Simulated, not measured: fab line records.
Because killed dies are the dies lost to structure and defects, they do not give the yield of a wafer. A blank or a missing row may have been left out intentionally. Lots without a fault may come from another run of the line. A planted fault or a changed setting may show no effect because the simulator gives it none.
fab line records	flow sky130
[record] lots = 11	wafers = 33	lastDay = 50
route steps=708 shown VIA4@660 METAL5@677 PASSIVATION@687 PAD_OPEN@708
lots untouched by any fault: they come from a run of this same line in which no faults occurred
startH: start of the lot's first displayed wafer, in hours after the record's first day	waitH: how many hours have passed since the lot's step before this one	" repeats the value in the row above	L1.1+2: a single row standing in for several wafers	- no value, or no start was given	* or withheld: withheld	< > ~ a bound
route shown NAME@n: names a module that has steps shown in the file, with the first one's number in the route	usual: the fault-free wafers' mean and standard deviation	same: alike in all rows	chamber/n: place in a boat	sites: readings site by site	_std_site: their standard deviation	_edge_site: inner sites' mean taken away from outer sites' mean	radiusMm: how far each site lies from the wafer's centre	mask NAME#n: copy n	behind: tool/chamber where the wafer was last shaped	hold: cause of the lot's hold/its duration in hours/its outcome	device: the transistor (n, p or np) that didn't switch	end of line: tests of these same wafers at the route's end	where a step has no rows: the recipe by itself	killed: dies lost to structure and defects at the first sort, not the wafer's yield	map: a wafer's dies, marking killed ones x, the rest . and places with no die _
set.NAME: the run value of the setting; set.NAME@STEP: its run value at that earlier step	model.NAME: the simulator's own value behind a step, which no gauge read
a sample of lots followed through the steps of the route, with each step as a table and each wafer as a row
services: from which hour (startH, from the record's first day; less than 0 if before it) a tool's chamber was out of use, for how many hours, and why
[[steps]]
[step SKY_VIA4_CMP_21]
[recipe] stopOn = SiO2	tOverpolishS = 25	downForcePsi = 3.5	platenRpm = 60.85	targetThkNm = 0	padVelocityMS = 0.94248
[usual] motorCurrentA = 11.1/1.3	overpolishRunS = 25.001/0.0094	timeToEndpointS = 121/4.8
[same] tOverpolishS = 25
lot.wafer	tool	chamber	startH	waitH	motorCurrentA	overpolishRunS	timeToEndpointS
L705.1	cmp-01	1	1027.33	0.6	11.5	25.005	119
L705.3	"	2	"	"	12.0	25.008	120
L705.4	"	3	"	"	13.9	25.005	121
L707.4	cmp-01	3	1027.93	0.8	13.0	24.998	120
L707.5	"	3	"	"	13.6	25.012	118
L707.6	"	0	"	"	9.9	25.023	119
L708.4	cmp-01	0	1068.10	0.1	10.8	24.998	123
L708.2	"	1	"	"	11.5	24.983	124
L708.5	"	3	"	"	12.8	25.018	127
L709.1	cmp-02	3	1068.91	0.1	9.8	24.992	120
L709.2	"	0	"	"	10.1	25.011	132
L709.3	"	1	"	"	10.2	24.995	134
L710.4	cmp-01	1	1070.09	0.1	11.4	24.987	122
L710.1	"	2	"	"	11.9	25.018	121
L710.2	"	3	"	"	12.6	24.993	124
L712.4	cmp-02	3	1070.63	0.0	10.3	25.007	115
L712.1	"	2	"	"	10.9	25.003	117
L712.6	"	0	"	"	10.5	25.010	127
L714.4	cmp-02	1	1076.23	0.3	9.1	25.009	121
L714.2	"	2	"	"	10.4	25.003	125
L714.5	"	1	"	"	9.4	25.002	129
L713.2	cmp-01	2	1078.32	0.0	12.0	24.985	119
L713.4	"	0	"	"	10.1	25.007	118
L713.6	"	2	"	"	12.0	25.005	115
L715.3	cmp-01	2	1078.97	0.0	12.1	24.998	116
L715.1	"	3	"	"	13.5	24.998	125
L715.2	"	1	"	"	11.7	25.011	117
L719.4	cmp-01	2	1097.01	0.0	12.3	25.000	118
L719.3	"	3	"	"	13.7	25.002	124
L719.2	"	1	"	"	10.9	25.009	117
L726.1	cmp-02	0	1142.70	0.1	10.6	25.026	124
L726.3	"	3	"	"	10.4	25.007	109
L726.6	"	1	"	"	9.2	24.995	114
[step SKY_METAL5_STRIP_16]
[recipe] chemistry = O2/N2	powerW = 1400	pressureMtorr = 1500	platenTempC = withheld	o2FlowSccm = 3000	n2FlowSccm = 300	overashFraction = 0.5
[usual] drypumpMotorCurrentA = 5.8/0.31	oesProductAu = 0.711/0.0041	stripTimeToEndpointS = 13.05/0.17
lot.wafer	tool	chamber	startH	waitH	drypumpMotorCurrentA	oesProductAu	rfHoursCounterH	stripTimeToEndpointS
L705.1	plasmaAsher-03	1	1049.69	0.2	5.4	0.712	121	12.89
L705.3	"	0	"	"	5.7	0.713	-	13.33
L705.4	"	1	"	"	5.4	0.707	-	12.93
L707.4	plasmaAsher-04	1	1050.87	0.1	6.2	0.715	-	13.05
L707.5	"	0	"	"	5.6	0.709	-	13.11
L707.6	"	1	"	"	6.2	0.706	-	13.10
L708.2	plasmaAsher-03	0	1089.69	0.2	5.7	0.715	2	13.15
L708.4	"	0	"	"	5.7	0.706	-	12.86
L708.5	"	0	"	"	5.7	0.710	-	13.23
L709.1	plasmaAsher-03	0	1090.59	0.2	5.6	0.712	2	13.12
L709.2	"	1	"	"	5.4	0.708	2	13.41
L709.3	"	0	"	"	5.7	0.709	-	13.13
L710.1	plasmaAsher-01	1	1091.79	0.2	6.3	0.710	96	12.91
L710.2	"	0	"	"	5.9	0.719	96	13.10
L710.4	"	0	"	"	5.9	0.717	-	13.04
L712.1	plasmaAsher-03	1	1092.44	0.2	5.4	0.706	2	12.88
L712.4	"	1	"	"	5.4	0.709	-	13.16
L712.6	"	1	"	"	5.4	0.721	-	12.87
L714.2	plasmaAsher-03	1	1095.93	0.2	5.4	0.707	3	12.86
L714.4	"	0	"	"	5.6	0.710	-	12.86
L714.5	"	0	"	"	5.7	0.708	-	12.83
L713.2	plasmaAsher-01	1	1098.84	0.2	6.3	0.713	97	13.01
L713.4	"	0	"	"	6.0	0.709	-	12.98
L713.6	"	0	"	"	6.0	0.715	-	13.15
L715.1	plasmaAsher-03	0	1100.38	0.2	5.7	0.709	3	13.14
L715.2	"	1	"	"	5.4	0.712	3	12.98
L715.3	"	1	"	"	5.4	0.713	-	12.95
L719.2	plasmaAsher-04	1	1118.14	0.2	6.2	0.707	68	12.82
L719.3	"	1	"	"	6.2	0.714	-	12.80
L719.4	"	0	"	"	5.6	0.713	-	12.92
L726.1	plasmaAsher-04	0	1161.13	0.2	5.6	0.719	72	12.92
L726.3	"	0	"	"	5.6	0.708	-	13.09
L726.6	"	0	"	"	5.6	0.703	-	13.13
[step SKY_PASSIVATION_COAT_06]
[recipe] spinRpm = 2000	resistThkNm = 3000
lot.wafer	tool	chamber	startH	waitH
L705.1+3+4	lithoTrack-03	0	1061.62	0.1
L707.4+5+6	lithoTrack-03	0	1062.94	0.1
L708.2+4+5	lithoTrack-02	0	1099.49	0.1
L709.1+2+3	lithoTrack-03	0	1101.27	0.1
L710.1+2+4	lithoTrack-01	0	1102.47	0.1
L712.1+4+6	lithoTrack-03	0	1103.37	0.1
L714.2+4+5	lithoTrack-02	0	1107.44	0.1
L713.2+4+6	lithoTrack-02	0	1111.14	0.1
L715.1+2+3	lithoTrack-02	0	1111.77	0.1
L719.2+3+4	lithoTrack-02	0	1130.09	0.1
L726.1+3+6	lithoTrack-03	0	1171.32	0.1
[step SKY_PASSIVATION_ETCH_11]
[recipe] chemistry = CF4/O2	targetDepthNm = 725	stopOn = AlCu	sourceW = 800	biasW = 150	pressureMtorr = 150	cf4FlowSccm = 80	O2_flow_sccm = 10	timeS = 161.1
[usual] drypumpMotorCurrentA = 5.8/0.32	oesProductAu = 0.976/0.0074	throttleValvePct = 5.964/0.0094
[same] timeS = 161.1
lot.wafer	tool	chamber	startH	waitH	drypumpMotorCurrentA	oesProductAu	rfHoursCounterH	throttleValvePct
L705.1	rieDiel-03	0	1072.22	-	5.6	0.973	3	5.967
L705.3	"	1	"	"	6.3	0.985	12	5.964
L705.4	"	2	"	"	5.5	0.980	13	5.960
L707.4	rieDiel-01	3	1072.92	-	6.1	0.984	17	5.960
L707.5	"	3	"	"	6.1	0.982	-	5.969
L707.6	"	2	"	"	6.1	0.971	-	5.961
L708.2	rieDiel-02	2	1111.37	-	6.4	0.978	22	5.953
L708.4	"	0	"	"	5.7	0.989	22	5.972
L708.5	"	3	"	"	5.7	0.984	-	5.974
L709.1	rieDiel-02	3	1112.47	-	5.7	0.956	32	5.959
L709.2	"	1	"	"	5.4	0.965	21	5.977
L709.3	"	2	"	"	6.4	0.963	22	5.963
L710.1	rieDiel-01	0	1113.12	-	5.6	0.973	8	5.948
L710.2	"	2	"	"	6.1	0.968	16	5.960
L710.4	"	3	"	"	6.1	0.973	18	5.959
L712.1	rieDiel-02	2	1113.97	-	6.4	0.980	23	5.962
L712.4	"	3	"	"	5.7	0.978	32	5.963
L712.6	"	1	"	"	5.5	0.978	-	5.962
L714.2	rieDiel-02	3	1117.22	-	5.7	0.972	32	5.958
L714.4	"	1	"	"	5.4	0.986	22	5.954
L714.5	"	2	"	"	6.4	0.976	-	5.960
L713.2	rieDiel-03	2	1120.17	-	5.5	0.962	15	5.966
L713.4	"	3	"	"	5.4	0.986	12	5.980
L713.6	"	2	"	"	5.5	0.984	-	5.954
L715.1	rieDiel-02	0	1120.72	-	5.7	0.966	22	5.959
L715.2	"	3	"	"	5.7	0.968	32	5.973
L715.3	"	1	"	"	5.5	0.973	22	5.961
L719.2	rieDiel-01	2	1139.57	-	6.0	0.971	18	5.960
L719.3	"	3	"	"	6.1	0.988	19	5.974
L719.4	"	1	"	"	5.7	0.984	29	5.972
L726.1	rieDiel-01	0	1179.22	-	5.6	0.983	11	5.989
L726.3	"	2	"	"	6.0	0.967	19	5.981
L726.6	"	0	"	"	5.6	0.979	-	5.981
[step SKY_PASSIVATION_STRIP_12]
[recipe] chemistry = O2/N2	powerW = 1400	pressureMtorr = 1500	platenTempC = withheld	overashFraction = 0.7	o2FlowSccm = 3000	n2FlowSccm = 300
[usual] drypumpMotorCurrentA = 5.70/0.21	oesProductAu = 0.661/0.0047	stripTimeToEndpointS = 31.47/0.14
lot.wafer	tool	chamber	startH	waitH	drypumpMotorCurrentA	oesProductAu	rfHoursCounterH	stripTimeToEndpointS
L705.1	plasmaAsher-02	0	1072.33	0.1	5.63	0.663	33	31.51
L705.3	"	0	"	"	5.63	0.666	-	31.44
L705.4	"	1	"	"	5.79	0.660	-	31.75
L707.4	plasmaAsher-02	0	1073.06	0.1	5.62	0.666	-	31.28
L707.5	"	0	"	"	5.62	0.661	-	31.44
L707.6	"	1	"	"	5.81	0.659	-	31.62
L708.2	plasmaAsher-02	1	1111.48	0.1	5.81	0.655	37	31.40
L708.4	"	0	"	"	5.62	0.659	-	31.36
L708.5	"	1	"	"	5.77	0.658	-	31.40
L709.1	plasmaAsher-04	1	1112.57	0.1	6.18	0.663	67	31.68
L709.2	"	0	"	"	5.60	0.668	67	31.58
L709.3	"	0	"	"	5.59	0.652	-	31.65
L710.1	plasmaAsher-04	0	1113.22	0.1	5.60	0.659	67	31.38
L710.2	"	1	"	"	6.16	0.657	67	31.76
L710.4	"	0	"	"	5.58	0.664	-	31.45
L712.1	plasmaAsher-02	1	1114.08	0.1	5.77	0.660	37	31.61
L712.4	"	0	"	"	5.62	0.658	-	31.53
L712.6	"	1	"	"	5.83	0.661	-	31.33
L714.2	plasmaAsher-02	0	1117.32	0.1	5.63	0.676	38	31.66
L714.4	"	0	"	"	5.64	0.648	-	31.41
L714.5	"	0	"	"	5.63	0.659	-	31.60
L713.2	plasmaAsher-02	0	1120.27	0.1	5.62	0.656	38	31.64
L713.4	"	1	"	"	5.77	0.661	-	31.49
L713.6	"	1	"	"	5.79	0.666	-	31.55
L715.1	plasmaAsher-04	1	1120.83	0.1	6.19	0.668	68	28.33
L715.2	"	0	"	"	5.57	0.664	68	28.60
L715.3	"	0	"	"	5.55	0.654	-	28.54
L719.2	plasmaAsher-02	0	1139.67	0.1	5.61	0.664	40	28.49
L719.3	"	0	"	"	5.62	0.653	-	28.35
L719.4	"	1	"	"	5.83	0.659	-	28.37
L726.1	plasmaAsher-03	1	1179.33	0.1	5.41	0.670	11	31.27
L726.3	"	0	"	"	5.64	0.652	-	31.54
L726.6	"	1	"	"	5.42	0.657	-	31.41
[step SKY_PAD_OPEN_PROBE_99]
[usual] defectLimitedYield = 83.0/1.8	killed_at_M0_to_M3 = 43/7.5	killed_at_M4_up = 3.0/1.6	killedAtContacts = 23/5.8	killedAtFrontEnd = 14/4.8	killedAtOther = 0.3/0.52	killedDies = 84/9.1	killedOpen = 47/7.2	killedShort = 37/5.8	sort_bin_3_pad_short = 0.9/0.38	sort_bin_5_function = 10.0/1.5	sort_bin_6_memory = 6.1/1.1	sortNPass = 408/9.1	sortYieldPct = 83.0/1.8
[same] grossDies = 492	killedAtBackSide = 0	sort_bin_4_leakage[%] = 0	sort_bin_8_speed[%] = 0
lot.wafer	tool	chamber	startH	waitH	defectLimitedYield[%]	killed_at_M0_to_M3	killed_at_M4_up	killedAtContacts	killedAtFrontEnd	killedAtOther	killedDies	killedOpen	killedShort	sort_bin_3_pad_short[%]	sort_bin_5_function[%]	sort_bin_6_memory[%]	sortNPass	sortYieldPct[%]
L707.4	prober-02	-	1097.12	0.2	82.3	53	5	18	11	0	87	48	39	0.6	9.3	7.7	405	82.3
L707.5	prober-02	-	1097.17	0.2	81.7	48	3	27	12	0	90	57	33	0.6	10.4	7.3	402	81.7
L707.6	prober-02	-	1097.22	0.2	80.7	58	4	21	12	0	95	52	43	0.8	13.6	4.9	397	80.7
L708.2	prober-02	-	1134.52	0.1	85.8	38	3	22	7	0	70	37	33	1.0	8.3	4.9	422	85.8
L708.4	prober-02	-	1134.62	0.2	86.6	35	2	26	3	0	66	35	31	0.6	8.5	4.3	426	86.6
L708.5	prober-02	-	1134.67	0.2	83.9	42	3	20	14	0	79	50	29	0.4	10.0	5.7	413	83.9
L712.1	prober-02	-	1137.51	0.1	84.3	34	5	18	20	0	77	41	36	0.8	9.1	5.7	415	84.3
L712.4	prober-02	-	1137.66	0.2	82.7	43	4	26	12	0	85	45	40	1.0	10.2	6.1	407	82.7
L712.6	prober-02	-	1137.76	0.2	77.4	61	6	28	16	0	111	55	56	1.6	12.4	8.5	381	77.4
L715.1	prober-01	-	1143.64	0.1	84.6	47	1	16	12	0	76	39	37	0.8	8.1	6.5	416	84.6
L715.2	prober-01	-	1143.69	0.1	83.7	36	4	26	14	0	80	41	39	1.0	8.7	6.5	412	83.7
L715.3	prober-01	-	1143.74	0.2	79.5	49	1	29	22	0	101	61	40	0.6	12.0	7.9	391	79.5
L713.2	prober-02	-	1143.68	0.1	81.5	49	5	20	17	0	91	48	43	0.8	10.2	7.5	401	81.5
L713.4	prober-02	-	1143.78	0.2	84.3	44	3	24	6	0	77	44	33	0.8	9.3	5.5	415	84.3
L713.6	prober-02	-	1143.88	0.2	82.1	49	2	26	11	0	88	46	42	0.8	10.8	6.3	404	82.1
L719.2	prober-01	-	1160.55	0.1	83.1	48	3	21	11	0	83	35	48	1.4	11.8	3.7	409	83.1
L719.3	prober-01	-	1160.60	0.2	84.3	51	4	15	7	0	77	48	29	0.8	10.0	4.9	415	84.3
L719.4	prober-01	-	1160.65	0.2	85.4	30	3	26	13	0	72	41	31	1.4	7.7	5.5	420	85.4
L726.1	prober-02	-	1198.13	0.1	83.5	55	1	16	8	1	81	47	34	0.4	9.3	6.7	411	83.5
L726.3	prober-02	-	1198.23	0.2	83.1	49	4	15	15	0	83	50	33	0.8	9.6	6.5	409	83.1
L726.6	prober-02	-	1198.38	0.2	79.3	52	3	29	18	0	102	58	44	1.4	11.4	7.9	390	79.3
// killed by level:class
L707.4 VIA1:geometricParticle:open=13 METAL1:geometricParticle:short=9 VIA2:geometricParticle:open=8 VIA3:geometricParticle:open=8 CONTACT:geometricParticle:open=8 METAL2:geometricParticle:short=5 VIA1:geometricParticle:short=4 METAL4:geometricParticle:short=4
L707.5 CONTACT:geometricParticle:open=13 VIA2:geometricParticle:open=11 VIA3:geometricParticle:open=8 VIA1:geometricParticle:open=8 LI_CONTACT:geometricParticle:open=7 METAL2:geometricParticle:short=5 METAL1:geometricParticle:short=4 METAL3:geometricParticle:short=4
L707.6 VIA1:geometricParticle:open=14 VIA3:geometricParticle:open=9 VIA1:geometricParticle:short=8 FIELD_ISO:geometricParticle:open=6 CONTACT:geometricParticle:open=6 VIA2:geometricParticle:short=6 VIA2:geometricParticle:open=6 LI_CONTACT:geometricParticle:open=5
L708.2 VIA1:geometricParticle:open=10 METAL1:geometricParticle:short=7 LI_CONTACT:geometricParticle:open=6 LOCAL_INTERCONNECT:geometricParticle:short=6 METAL2:geometricParticle:short=5 VIA3:geometricParticle:open=5 CONTACT:geometricParticle:open=4 CONTACT:geometricParticle:short=3
L708.4 VIA3:geometricParticle:open=8 LOCAL_INTERCONNECT:geometricParticle:short=7 CONTACT:geometricParticle:open=7 VIA2:geometricParticle:open=6 METAL2:geometricParticle:short=6 CONTACT:geometricParticle:short=5 LI_CONTACT:geometricParticle:open=5 METAL1:geometricParticle:short=5
L708.5 VIA2:geometricParticle:open=10 LI_CONTACT:geometricParticle:open=9 VIA1:geometricParticle:open=8 CONTACT:geometricParticle:open=7 VIA3:geometricParticle:open=6 METAL1:geometricParticle:short=5 VIA3:geometricParticle:short=4 POLY_GATE:geometricParticle:open=3
L712.1 CONTACT:geometricParticle:open=9 VIA1:geometricParticle:open=8 FIELD_ISO:geometricParticle:short=6 METAL1:geometricParticle:short=6 VIA2:geometricParticle:open=6 FIELD_ISO:geometricParticle:open=5 LI_CONTACT:geometricParticle:open=4 METAL2:geometricParticle:short=4
L712.4 VIA1:geometricParticle:open=12 LI_CONTACT:geometricParticle:open=9 VIA2:geometricParticle:open=6 CONTACT:geometricParticle:short=5 VIA1:geometricParticle:short=5 VIA3:geometricParticle:open=5 LI_CONTACT:geometricParticle:short=4 LOCAL_INTERCONNECT:geometricParticle:short=4
L712.6 VIA1:geometricParticle:open=14 METAL1:geometricParticle:short=10 CONTACT:geometricParticle:open=10 VIA2:geometricParticle:open=10 POLY_GATE:geometricParticle:short=6 LOCAL_INTERCONNECT:geometricParticle:short=6 METAL2:geometricParticle:short=6 POLY_GATE:geometricParticle:open=4
L715.1 METAL1:geometricParticle:short=8 VIA3:geometricParticle:open=8 VIA1:geometricParticle:open=7 VIA2:geometricParticle:open=7 LI_CONTACT:geometricParticle:open=5 LOCAL_INTERCONNECT:geometricParticle:short=5 CONTACT:geometricParticle:open=4 VIA1:geometricParticle:short=4
L713.2 VIA2:geometricParticle:open=11 LI_CONTACT:geometricParticle:open=8 METAL2:geometricParticle:short=7 VIA3:geometricParticle:open=7 LOCAL_INTERCONNECT:geometricParticle:short=6 FIELD_ISO:geometricParticle:open=5 VIA2:geometricParticle:short=5 FIELD_ISO:geometricParticle:short=4
L715.2 CONTACT:geometricParticle:open=12 METAL1:geometricParticle:short=7 LOCAL_INTERCONNECT:geometricParticle:short=6 VIA2:geometricParticle:open=6 VIA1:geometricParticle:open=5 FIELD_ISO:geometricParticle:short=4 FIELD_ISO:geometricParticle:open=4 LI_CONTACT:geometricParticle:open=4
L715.3 VIA1:geometricParticle:open=15 LI_CONTACT:geometricParticle:open=14 VIA2:geometricParticle:open=9 FIELD_ISO:geometricParticle:short=8 METAL1:geometricParticle:short=6 LOCAL_INTERCONNECT:geometricParticle:short=5 CONTACT:geometricParticle:open=5 VIA3:geometricParticle:open=5
L713.4 LI_CONTACT:geometricParticle:open=11 VIA1:geometricParticle:open=10 VIA2:geometricParticle:open=8 CONTACT:geometricParticle:open=7 METAL1:geometricParticle:short=6 METAL2:geometricParticle:short=6 VIA3:geometricParticle:open=4 FIELD_ISO:geometricParticle:short=3
L713.6 VIA2:geometricParticle:open=9 CONTACT:geometricParticle:open=8 LI_CONTACT:geometricParticle:open=7 VIA1:geometricParticle:open=7 VIA1:geometricParticle:short=7 VIA3:geometricParticle:open=7 METAL1:geometricParticle:short=6 VIA2:geometricParticle:short=5
L719.2 METAL1:geometricParticle:short=9 VIA1:geometricParticle:open=9 CONTACT:geometricParticle:short=7 VIA1:geometricParticle:short=7 LOCAL_INTERCONNECT:geometricParticle:short=6 CONTACT:geometricParticle:open=6 METAL2:geometricParticle:short=6 VIA3:geometricParticle:open=4
L719.3 VIA1:geometricParticle:open=16 VIA2:geometricParticle:open=7 LI_CONTACT:geometricParticle:open=7 VIA3:geometricParticle:open=7 METAL2:geometricParticle:short=6 CONTACT:geometricParticle:open=5 VIA1:geometricParticle:short=5 FIELD_ISO:geometricParticle:short=4
L719.4 CONTACT:geometricParticle:open=10 LI_CONTACT:geometricParticle:open=9 VIA1:geometricParticle:open=7 METAL2:geometricParticle:short=7 FIELD_ISO:geometricParticle:open=6 METAL1:geometricParticle:short=4 METAL4:geometricParticle:short=3 LI_CONTACT:geometricParticle:short=3
L726.1 VIA1:geometricParticle:open=15 VIA3:geometricParticle:open=8 METAL1:geometricParticle:short=8 METAL2:geometricParticle:short=7 LI_CONTACT:geometricParticle:open=6 CONTACT:geometricParticle:open=6 METAL2:geometricParticle:open=4 METAL3:geometricParticle:short=4
L726.3 VIA1:geometricParticle:open=14 VIA2:geometricParticle:open=11 POLY_GATE:geometricParticle:open=5 VIA3:geometricParticle:open=5 LI_CONTACT:geometricParticle:short=5 METAL1:geometricParticle:short=4 FIELD_ISO:geometricParticle:open=3 LI_CONTACT:geometricParticle:open=3
L726.6 VIA1:geometricParticle:open=15 LI_CONTACT:geometricParticle:open=9 CONTACT:geometricParticle:open=9 VIA3:geometricParticle:open=9 METAL2:geometricParticle:short=7 VIA2:geometricParticle:short=6 FIELD_ISO:geometricParticle:short=5 POLY_GATE:geometricParticle:short=5
[[services]]
tool	chamber	startH	hours	kind
cmp-01	-	1010.11	1.3	repair
plasmaAsher-04	-	1019.29	7.7	repair
plasmaAsher-03	-	1022.89	5.8	repair
cmp-02	-	1023.88	13.6	repair
cmp-01	-	1038.11	5.5	pm
plasmaAsher-04	-	1043.21	2.4	repair
rieDiel-01	2	1048.47	20.1	repair
rieDiel-01	0	1052.18	5.4	repair
plasmaAsher-03	-	1055.25	9.0	pm
plasmaAsher-03	-	1064.25	2.8	pm
rieDiel-02	0	1076.65	5.6	repair
plasmaAsher-02	-	1077.83	0.8	repair
cmp-02	-	1078.33	10.6	pm
cmp-01	-	1084.00	4.0	pm
rieDiel-02	1	1088.23	5.2	repair
plasmaAsher-01	-	1101.16	17.6	repair
cmp-01	-	1102.84	0.9	repair
plasmaAsher-04	-	1106.51	2.5	repair
rieDiel-01	1	1129.72	3.3	repair
cmp-01	-	1130.42	0.9	repair
rieDiel-01	1	1134.55	2.3	repair
cmp-01	-	1135.36	1.0	repair
cmp-01	-	1168.94	0.5	repair
cmp-02	-	1171.63	10.3	repair
[[key]]
[firstSign] step = SKY_PASSIVATION_STRIP_12	reading = stripTimeToEndpointS	direction = down	sigmas = 21	usual = *	struck = *
effect none on later readings
metAt SKY_PASSIVATION_COAT_06
struckLots L715,L719
notActingAt SKY_VIA4_CMP_21,SKY_METAL5_STRIP_16,SKY_PASSIVATION_ETCH_11
onsetBetween 1111.14 1111.77
[fault] kind = processParameterDrift	tool = lithoTrack-02	chamber = -	onsetH = 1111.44	steps = SKY_PASSIVATION_COAT_06	channel = resistThkNm	offset = -255	shape = step	endH = 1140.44	actsIn = theseRecipesOnly	stated = 3000
